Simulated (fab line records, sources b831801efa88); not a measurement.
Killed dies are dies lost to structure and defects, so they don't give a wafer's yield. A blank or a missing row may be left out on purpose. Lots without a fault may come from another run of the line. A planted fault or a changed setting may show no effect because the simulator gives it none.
fab line records | flow sky130
record lots=7 wafers=21 last_day=50
route steps=708 shown LOCAL_INTERCONNECT@389 PAD_OPEN@708
lots that met no fault: from a run of the same line without faults
start_h: hours from the record's first day to the start of the lot's first wafer shown | wait_h: hours since the lot's step before | " the same as in the row above | L1.1+2: a row that stands for several wafers | - no value, or no start given | * or withheld: withheld | < > ~ a bound
route shown NAME@n: a module of which the file shows steps, and the number in the route of the first | usual: mean/standard deviation of fault-free wafers | same: alike in all rows | chamber/n: place in a boat | sites: the reading at each site | _std_site: their standard deviation | _edge_site: outer sites' mean less inner sites' | radius_mm: how far each site lies from the wafer's centre | mask NAME#n: copy n | behind: the tool/chamber that last shaped the wafer | hold: why the lot was held/for how many hours/how that ended | device: the transistor (n, p or np) that didn't switch | end of line: the same wafers' tests at the end of the route | a step without rows: its recipe alone | killed: dies lost to structure and defects at the first sort, not the wafer's yield | map: a wafer's dies, x killed, . not, _ none there
set.NAME: the setting as run; set.NAME@STEP: as run at that earlier step | model.NAME: the simulator's own value behind a step, which no gauge read
lots at some steps of the route; a table a step, a row a wafer
services: from which hour (start_h, from the record's first day; less than 0 if before it) a tool's chamber was out of use, for how many hours, and why
## steps
# step SKY_LOCAL_INTERCONNECT_THK_MEAS_02
# recipe thk_meas_gauge=xrf reads=TiN_of_LOCAL_INTERCONNECT_SPUTTER_00
# usual LOCAL_INTERCONNECT_TIN_THK=99.8/1.3
# columns lot.wafer tool chamber start_h wait_h LOCAL_INTERCONNECT_TIN_THK[nm]
L864.2 film_metro-04 - 676.10 0.1 100.8
L864.4 " - " " 99.6
L864.6 " - " " 100.5
L867.1 film_metro-02 - 701.58 0.1 99.9
L867.2 " - " " 99.8
L867.3 " - " " 99.5
L872.3 film_metro-04 - 762.36 0.1 100.3
L872.5 " - " " 99.8
L872.6 " - " " 101.0
L873.3 film_metro-02 - 768.89 0.1 97.7
L873.5 " - " " 97.8
L873.6 " - " " 98.1
L874.4 film_metro-04 - 769.91 0.1 98.3
L874.5 " - " " 98.6
L874.6 " - " " 98.7
L883.4 film_metro-04 - 829.96 0.1 98.8
L883.5 " - " " 98.7
L883.6 " - " " 100.6
L884.1 film_metro-02 - 838.17 0.1 98.8
L884.5 " - " " 98.9
L884.6 " - " " 99.1
# step SKY_LOCAL_INTERCONNECT_DEHYDRATE_03
# recipe temp_c=200 time_s=60
# step SKY_LOCAL_INTERCONNECT_HMDS_04
# recipe prime_time_s=60 prime_temp_c=120
# step SKY_LOCAL_INTERCONNECT_COAT_05
# recipe resist=BARC temp_c=withheld time_s=withheld spin_rpm=3000 resist_thk_nm=60
# step SKY_LOCAL_INTERCONNECT_COAT_06
# recipe resist=KrF-thick spin_rpm=3000 resist_thk_nm=450
# step SKY_LOCAL_INTERCONNECT_SOFTBAKE_07
# recipe temp_c=100 time_s=90 resist=KrF-thick
# step SKY_LOCAL_INTERCONNECT_EXPOSE_08
# recipe mask_id=LI1M na=0.8 source_shape=annular sigma_inner=0.55 sigma_outer=0.85 target_cd_nm=170 dose_mj=28
# step SKY_LOCAL_INTERCONNECT_PEB_09
# recipe peb_temp_c=withheld peb_time_s=withheld resist=KrF-thick
# step SKY_LOCAL_INTERCONNECT_DEVELOP_10
# recipe develop_time_s=60 resist=KrF-thick dev_temp_c=21
# step SKY_LOCAL_INTERCONNECT_CD_MEAS_11
# recipe target_cd_nm=170
# usual cd_nm=170.5/1.3
# columns lot.wafer tool chamber start_h wait_h cd_nm
L864.2 cd_sem-02 - 702.89 - 168.3
L864.4 " - " " 169.1
L864.6 " - " " 168.4
L867.1 cd_sem-02 - 728.22 - 168.8
L867.2 " - " " 169.8
L867.3 " - " " 169.1
L872.3 cd_sem-02 - 790.11 - 172.2
L872.5 " - " " 171.1
L872.6 " - " " 171.2
L873.3 cd_sem-01 - 795.36 - 169.0
L873.5 " - " " 168.8
L873.6 " - " " 168.1
L874.4 cd_sem-02 - 796.33 - 171.9
L874.5 " - " " 171.7
L874.6 " - " " 171.2
L883.4 cd_sem-02 - 857.88 - 171.4
L883.5 " - " " 171.1
L883.6 " - " " 171.3
L884.1 cd_sem-02 - 866.52 - 169.2
L884.5 " - " " 169.8
L884.6 " - " " 170.8
# step SKY_LOCAL_INTERCONNECT_OVL_MEAS_12
# usual LOCAL_INTERCONNECT_OVL=-1/6.1
# columns lot.wafer tool chamber start_h wait_h LOCAL_INTERCONNECT_OVL[nm]
L864.2 overlay-01 - 703.00 0.1 10
L864.4 " - " " 5
L864.6 " - " " 7
L867.1 overlay-01 - 728.34 0.1 -1
L867.2 " - " " 2
L867.3 " - " " -6
L872.3 overlay-02 - 790.20 0.1 -1
L872.5 " - " " 0
L872.6 " - " " 9
L873.3 overlay-01 - 795.46 0.1 -6
L873.5 " - " " -5
L873.6 " - " " 4
L874.4 overlay-02 - 796.41 0.1 3
L874.5 " - " " 5
L874.6 " - " " 12
L883.4 overlay-01 - 857.96 0.1 3
L883.5 " - " " 3
L883.6 " - " " 1
L884.1 overlay-01 - 866.64 0.1 -5
L884.5 " - " " -13
L884.6 " - " " -8
# step SKY_LOCAL_INTERCONNECT_ETCH_13
# recipe chemistry=N2/H2 target=BARC ion_energy_ev=200 bias_w=100 pressure_mtorr=30 n2_flow_sccm=100 h2_flow_sccm=200 icp_w=500 stop_on=SiO2 time_s=45.9 target_depth_a=600
# usual bias_w=99.94/0.3 chamber_pressure_mTorr=30.000/0.028 drypump_motor_current_A=5.9/0.5 oes_product_au=0.854/0.0052 throttle_valve_pct=13.226/0.0085
# columns lot.wafer tool chamber start_h wait_h bias_w chamber_pressure_mTorr drypump_motor_current_A oes_product_au rf_hours_counter_h throttle_valve_pct
L864.2 rie_metal-01 0 703.03 0.0 100.16 30.056 6.3 0.855 14 13.231
L864.4 " 0 " " 100.09 29.970 6.3 0.855 - 13.228
L864.6 " 0 " " 100.59 30.015 6.3 0.848 - 13.240
L867.1 rie_metal-01 0 728.38 0.0 99.57 30.012 6.3 0.855 15 13.217
L867.2 " 1 " " 99.75 29.986 5.0 0.848 14 13.220
L867.3 " 1 " " 100.03 30.022 5.0 0.859 - 13.221
L872.3 rie_metal-02 0 790.25 0.0 99.79 29.994 6.3 0.849 - 13.228
L872.5 " 1 " " 99.97 30.016 5.4 0.857 - 13.222
L872.6 " 0 " " 100.15 29.974 6.3 0.851 - 13.218
L873.3 rie_metal-01 0 795.50 0.0 99.67 29.995 6.3 0.855 - 13.222
L873.5 " 1 " " 100.01 30.013 5.0 0.863 - 13.225
L873.6 " 0 " " 99.83 29.996 6.3 0.855 - 13.230
L874.4 rie_metal-02 1 796.45 0.0 99.77 30.041 5.4 0.873 - 13.217
L874.5 " 0 " " 100.07 29.983 6.3 0.855 - 13.229
L874.6 " 1 " " 99.71 29.998 5.4 0.848 - 13.238
L883.4 rie_metal-02 0 858.00 0.0 99.69 29.977 6.3 0.860 - 13.239
L883.5 " 0 " " 99.47 29.950 6.3 0.860 - 13.210
L883.6 " 1 " " 99.69 29.940 5.4 0.852 - 13.224
L884.1 rie_metal-01 1 866.68 0.0 100.15 29.963 5.0 0.855 3 13.229
L884.5 " 1 " " 99.39 29.992 5.0 0.850 - 13.228
L884.6 " 0 " " 100.28 29.984 6.3 0.854 - 13.229
# step SKY_LOCAL_INTERCONNECT_METAL_ETCH_14
# recipe target_depth_nm=110 stop_on=PSG chemistry=Cl2/BCl3 target=TiN resist_sidewall_deg=88 pressure_mtorr=10 icp_w=900 bias_w=48.5 Cl2_flow_sccm=60 bcl3_flow_sccm=30 time_s=31.4
# usual bcl3_flow_sccm=30.01/0.094 bias_w=48.48/0.17 drypump_motor_current_A=5.8/0.5 oes_product_au=0.941/0.0077 throttle_valve_pct=21.901/0.0098
# columns lot.wafer tool chamber start_h wait_h bcl3_flow_sccm bias_w drypump_motor_current_A oes_product_au rf_hours_counter_h throttle_valve_pct model.KrF-thick_of_LOCAL_INTERCONNECT_COAT_06.thk_nm
L864.2 rie_metal-01 0 703.14 0.1 29.88 48.47 6.3 0.942 15 21.895 349.2
L864.4 " 0 " " 30.01 48.54 6.3 0.942 - 21.886 350.5
L864.6 " 0 " " 29.94 48.62 6.3 0.943 - 21.910 350.2
L867.1 rie_metal-01 0 728.44 0.0 30.05 48.30 6.3 0.941 15 21.905 349.5
L867.2 " 1 " " 29.99 48.43 5.0 0.946 14 21.909 347
L867.3 " 1 " " 30.20 48.21 5.0 0.943 - 21.896 347.5
L872.3 rie_metal-02 0 790.31 0.0 - - - - - - 393.9
L872.5 " 1 " " - - - - - - 392.5
L872.6 " 0 " " - - - - - - 392.8
L873.3 rie_metal-01 0 795.56 0.0 - - - - - - 394.5
L873.5 " 1 " " - - - - - - 393.2
L873.6 " 0 " " - - - - - - 394.6
L874.4 rie_metal-02 1 796.51 0.0 - - - - - - 391.6
L874.5 " 0 " " - - - - - - 395
L874.6 " 1 " " - - - - - - 394.1
L883.4 rie_metal-02 0 858.06 0.0 29.99 48.38 6.3 0.936 - 21.894 352.9
L883.5 " 0 " " 29.90 48.80 6.3 0.933 - 21.903 353
L883.6 " 1 " " 29.88 48.54 5.4 0.949 - 21.894 349.6
L884.1 rie_metal-01 1 866.74 0.0 30.14 48.20 5.0 0.940 3 21.894 354.6
L884.5 " 1 " " 30.13 48.25 5.0 0.941 - 21.889 353.8
L884.6 " 0 " " 30.02 48.39 6.3 0.941 - 21.913 352.3
# step SKY_LOCAL_INTERCONNECT_STRIP_15
# recipe chemistry=O2/N2 power_w=1400 pressure_mtorr=1500 platen_temp_c=withheld o2_flow_sccm=3000 n2_flow_sccm=300 overash_fraction=0.5
# usual drypump_motor_current_A=5.6/0.53 oes_product_au=0.427/0.005 strip_time_to_endpoint_s=4.731/0.026
# columns lot.wafer tool chamber start_h wait_h drypump_motor_current_A oes_product_au rf_hours_counter_h strip_time_to_endpoint_s
L864.2 plasma_asher-03 0 703.23 0.1 5.8 0.432 100 4.724
L864.4 " 1 " " 5.3 0.422 - 4.748
L864.6 " 1 " " 5.3 0.437 - 4.727
L867.1 plasma_asher-01 1 728.49 0.0 5.5 0.422 27 4.734
L867.2 " 0 " " 5.2 0.429 27 4.697
L867.3 " 1 " " 5.5 0.425 - 4.718
L872.3 plasma_asher-03 1 790.37 0.1 5.3 0.451 - 5.212
L872.5 " 0 " " 5.8 0.443 - 5.199
L872.6 " 1 " " 5.3 0.444 - 5.200
L873.3 plasma_asher-01 0 795.63 0.1 5.2 0.447 - 5.224
L873.5 " 1 " " 5.5 0.447 - 5.196
L873.6 " 0 " " 5.2 0.447 - 5.208
L874.4 plasma_asher-03 0 796.58 0.1 5.8 0.438 - 5.193
L874.5 " 1 " " 5.3 0.438 - 5.219
L874.6 " 0 " " 5.8 0.446 - 5.212
L883.4 plasma_asher-01 0 858.12 0.1 5.2 0.441 - 4.779
L883.5 " 0 " " 5.2 0.431 - 4.758
L883.6 " 1 " " 5.4 0.430 - 4.739
L884.1 plasma_asher-01 0 866.79 0.0 5.2 0.430 41 4.786
L884.5 " 0 " " 5.2 0.428 - 4.775
L884.6 " 1 " " 5.5 0.440 - 4.764
# step SKY_LOCAL_INTERCONNECT_STRIP_16
# recipe chemistry=post_etch_residue_remover time_s=1200 temp_c=72.5
# step SKY_PAD_OPEN_PROBE_99
# usual killed_at_M0_to_M3=43/6.6 killed_at_M4_up=3.2/1.9 killed_at_contacts=25/5.3 killed_at_front_end=16/4.5 killed_at_other=0.3/0.63 killed_dies=87/8.9 killed_on_rim=17/3.7 killed_open=48/7.9 killed_short=39/5.3
# same gross_dies=492 killed_at_back_side=0
# columns lot.wafer tool chamber start_h wait_h killed_at_M0_to_M3 killed_at_M4_up killed_at_contacts killed_at_front_end killed_at_other killed_dies killed_on_rim killed_open killed_short
L867.1 prober-01 - 1095.89 0.1 39 5 27 16 0 87 19 47 40
L867.2 prober-01 - 1095.94 0.1 33 3 28 16 0 80 12 41 39
L867.3 prober-01 - 1095.99 0.2 36 2 22 12 1 73 12 41 31
L872.3 prober-02 - 1139.60 0.2 48 2 430 12 0 492 96 43 41
L872.5 prober-02 - 1139.70 0.2 37 2 443 10 0 492 96 43 33
L872.6 prober-02 - 1139.75 0.2 44 5 430 13 0 492 96 64 31
L873.3 prober-01 - 1143.10 0.2 45 3 430 14 0 492 96 47 40
L873.5 prober-01 - 1143.20 0.2 38 4 438 12 0 492 96 46 36
L873.6 prober-01 - 1143.25 0.2 40 5 430 17 0 492 96 36 43
L874.4 prober-02 - 1148.40 0.2 46 5 426 15 0 492 96 58 30
L874.5 prober-02 - 1148.45 0.2 48 2 430 12 0 492 96 42 40
L874.6 prober-02 - 1148.50 0.2 40 1 430 21 0 492 96 43 43
# killed by level:class
L867.1 VIA1:geometric_particle:open=13 CONTACT:geometric_particle:open=8 CONTACT:geometric_particle:short=8 METAL2:geometric_particle:short=7 LOCAL_INTERCONNECT:geometric_particle:short=6 VIA2:geometric_particle:open=6 FIELD_ISO:geometric_particle:open=4 SPACER:geometric_particle:open=3
L867.2 VIA1:geometric_particle:open=10 CONTACT:geometric_particle:open=9 LI_CONTACT:geometric_particle:open=7 LOCAL_INTERCONNECT:geometric_particle:short=7 FIELD_ISO:geometric_particle:open=5 METAL1:geometric_particle:short=5 VIA2:geometric_particle:short=5 METAL2:geometric_particle:short=4
L867.3 VIA1:geometric_particle:open=10 CONTACT:geometric_particle:open=8 CONTACT:geometric_particle:short=5 LI_CONTACT:geometric_particle:open=5 VIA2:geometric_particle:short=5 POLY_GATE:geometric_particle:open=4 VIA1:geometric_particle:short=4 METAL2:geometric_particle:short=4
L872.3 LOCAL_INTERCONNECT:area_etch=408 VIA1:geometric_particle:open=15 CONTACT:geometric_particle:short=9 METAL2:geometric_particle:short=7 METAL1:geometric_particle:short=6 CONTACT:geometric_particle:open=5 VIA2:geometric_particle:open=5 VIA1:geometric_particle:short=4
L872.5 LOCAL_INTERCONNECT:area_etch=416 CONTACT:geometric_particle:open=10 VIA1:geometric_particle:open=9 VIA3:geometric_particle:open=7 LI_CONTACT:geometric_particle:open=6 VIA2:geometric_particle:open=5 LOCAL_INTERCONNECT:geometric_particle:short=4 METAL1:geometric_particle:short=4
L872.6 LOCAL_INTERCONNECT:area_etch=397 CONTACT:geometric_particle:open=13 VIA2:geometric_particle:open=12 VIA1:geometric_particle:open=10 VIA3:geometric_particle:open=10 LI_CONTACT:geometric_particle:open=8 LOCAL_INTERCONNECT:geometric_particle:short=6 METAL1:geometric_particle:short=5
L873.3 LOCAL_INTERCONNECT:area_etch=405 CONTACT:geometric_particle:open=10 LI_CONTACT:geometric_particle:open=8 VIA1:geometric_particle:open=6 METAL3:geometric_particle:short=6 VIA2:geometric_particle:open=6 METAL2:geometric_particle:short=5 POLY_GATE:geometric_particle:open=4
L873.5 LOCAL_INTERCONNECT:area_etch=410 CONTACT:geometric_particle:open=12 METAL2:geometric_particle:short=9 VIA2:geometric_particle:open=9 LI_CONTACT:geometric_particle:open=7 VIA1:geometric_particle:open=6 VIA3:geometric_particle:open=5 FIELD_ISO:geometric_particle:short=4
L873.6 LOCAL_INTERCONNECT:area_etch=413 METAL2:geometric_particle:short=8 CONTACT:geometric_particle:open=8 VIA2:geometric_particle:open=6 VIA1:geometric_particle:short=5 FIELD_ISO:geometric_particle:open=5 POLY_GATE:geometric_particle:short=5 METAL1:geometric_particle:short=5
L874.4 LOCAL_INTERCONNECT:area_etch=404 VIA1:geometric_particle:open=15 CONTACT:geometric_particle:open=10 VIA2:geometric_particle:open=8 CONTACT:geometric_particle:short=8 VIA3:geometric_particle:open=7 FIELD_ISO:geometric_particle:open=5 FIELD_ISO:geometric_particle:short=4
L874.5 LOCAL_INTERCONNECT:area_etch=410 VIA1:geometric_particle:open=13 CONTACT:geometric_particle:open=8 VIA1:geometric_particle:short=8 VIA2:geometric_particle:open=5 FIELD_ISO:geometric_particle:short=4 LI_CONTACT:geometric_particle:open=4 METAL1:geometric_particle:short=4
L874.6 LOCAL_INTERCONNECT:area_etch=406 VIA1:geometric_particle:open=13 CONTACT:geometric_particle:open=8 VIA1:geometric_particle:short=7 FIELD_ISO:geometric_particle:short=6 CONTACT:geometric_particle:short=6 SPACER:geometric_particle:open=5 METAL3:geometric_particle:short=5
# map L872.3 (x killed, . not)
__________xxxxxxxxxx_________
________xxxxxxxxxxxxxx_______
______xxxxxxxxxxxxxxxxxx_____
_____xxxxxxxxxxxxxxxxxxxx____
____xxxxxxxxxxxxxxxxxxxxxx___
___xxxxxxxxxxxxxxxxxxxxxxxx__
__xxxxxxxxxxxxxxxxxxxxxxxxxx_
_xxxxxxxxxxxxxxxxxxxxxxxxxxxx
_xxxxxxxxxxxxxxxxxxxxxxxxxxxx
_xxxxxxxxxxxxxxxxxxxxxxxxxxxx
_xxxxxxxxxxxxxxxxxxxxxxxxxxxx
_xxxxxxxxxxxxxxxxxxxxxxxxxxxx
_xxxxxxxxxxxxxxxxxxxxxxxxxxxx
_xxxxxxxxxxxxxxxxxxxxxxxxxxxx
_xxxxxxxxxxxxxxxxxxxxxxxxxxxx
__xxxxxxxxxxxxxxxxxxxxxxxxxx_
___xxxxxxxxxxxxxxxxxxxxxxxx__
____xxxxxxxxxxxxxxxxxxxxxx___
_____xxxxxxxxxxxxxxxxxxxx____
______xxxxxxxxxxxxxxxxxx_____
________xxxxxxxxxxxxxx_______
__________xxxxxxxxxx_________
# map L873.3 (x killed, . not)
__________xxxxxxxxxx_________
________xxxxxxxxxxxxxx_______
______xxxxxxxxxxxxxxxxxx_____
_____xxxxxxxxxxxxxxxxxxxx____
____xxxxxxxxxxxxxxxxxxxxxx___
___xxxxxxxxxxxxxxxxxxxxxxxx__
__xxxxxxxxxxxxxxxxxxxxxxxxxx_
_xxxxxxxxxxxxxxxxxxxxxxxxxxxx
_xxxxxxxxxxxxxxxxxxxxxxxxxxxx
_xxxxxxxxxxxxxxxxxxxxxxxxxxxx
_xxxxxxxxxxxxxxxxxxxxxxxxxxxx
_xxxxxxxxxxxxxxxxxxxxxxxxxxxx
_xxxxxxxxxxxxxxxxxxxxxxxxxxxx
_xxxxxxxxxxxxxxxxxxxxxxxxxxxx
_xxxxxxxxxxxxxxxxxxxxxxxxxxxx
__xxxxxxxxxxxxxxxxxxxxxxxxxx_
___xxxxxxxxxxxxxxxxxxxxxxxx__
____xxxxxxxxxxxxxxxxxxxxxx___
_____xxxxxxxxxxxxxxxxxxxx____
______xxxxxxxxxxxxxxxxxx_____
________xxxxxxxxxxxxxx_______
__________xxxxxxxxxx_________
## services
# columns tool chamber start_h hours kind
rie_metal-02 - 680.37 2.8 pm
rie_metal-01 - 688.33 1.4 pm
plasma_asher-03 - 724.23 1.7 repair
plasma_asher-03 - 733.75 9.0 pm
plasma_asher-03 0 733.75 9.0 vent_cycle
plasma_asher-03 1 733.75 9.0 vent_cycle
plasma_asher-03 0 742.75 - clean
plasma_asher-03 1 742.75 - clean
plasma_asher-01 - 751.06 3.0 repair
rie_metal-01 0 756.57 - clean
rie_metal-01 0 756.57 15.0 scheduled_down
rie_metal-01 0 756.57 15.0 vent_cycle
plasma_asher-03 - 757.13 8.6 repair
rie_metal-01 - 783.87 2.3 repair
rie_metal-01 1 797.70 - clean
rie_metal-01 1 797.70 12.9 scheduled_down
rie_metal-01 1 797.70 12.9 vent_cycle
plasma_asher-03 - 802.40 3.6 repair
rie_metal-02 1 813.17 1.4 repair
plasma_asher-01 - 836.20 4.3 repair
## key
first_sign step=SKY_LOCAL_INTERCONNECT_METAL_ETCH_14 reading=tool_record direction=missing
effect step=SKY_LOCAL_INTERCONNECT_STRIP_15 reading=strip_time_to_endpoint_s direction=up sigmas=18 usual=* struck=*
effect step=SKY_PAD_OPEN_PROBE_99 reading=killed_at_contacts direction=up sigmas=77 usual=25 struck=432
model_effect step=SKY_LOCAL_INTERCONNECT_METAL_ETCH_14 value=KrF-thick_of_LOCAL_INTERCONNECT_COAT_06.thk_nm without=350.1 struck=393.6
more_kills_born_at SKY_LOCAL_INTERCONNECT_METAL_ETCH_14@rie_metal-02=2441 SKY_LOCAL_INTERCONNECT_METAL_ETCH_14@rie_metal-01=1228
met_at SKY_LOCAL_INTERCONNECT_METAL_ETCH_14
struck_wafers L872.3,L872.5,L872.6,L873.3,L873.5,L873.6,L874.4,L874.5,L874.6
later_rows_left_out L872.3,L872.5,L872.6,L873.3,L873.5,L873.6,L874.4,L874.5,L874.6
tester_left_out L872,L873,L874
onset_between 728.44 790.31
fault kind=skipped_step_whole tool=rie_metal-01,rie_metal-02 chamber=- onset_h=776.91 steps=SKY_LOCAL_INTERCONNECT_METAL_ETCH_14 scope=struck_lots_only
# tester_left_out: of these lots the tester's yield and bins aren't shown, on N5 and GAA mostly nor the transistor test; their killed dies are dies lost to structure and defects alone, not to doping, threshold or leakage, so they don't give the yield
# later_rows_left_out: the simulator's readings of these wafers behind a module that went badly wrong aren't trusted and aren't shown, but for the sort
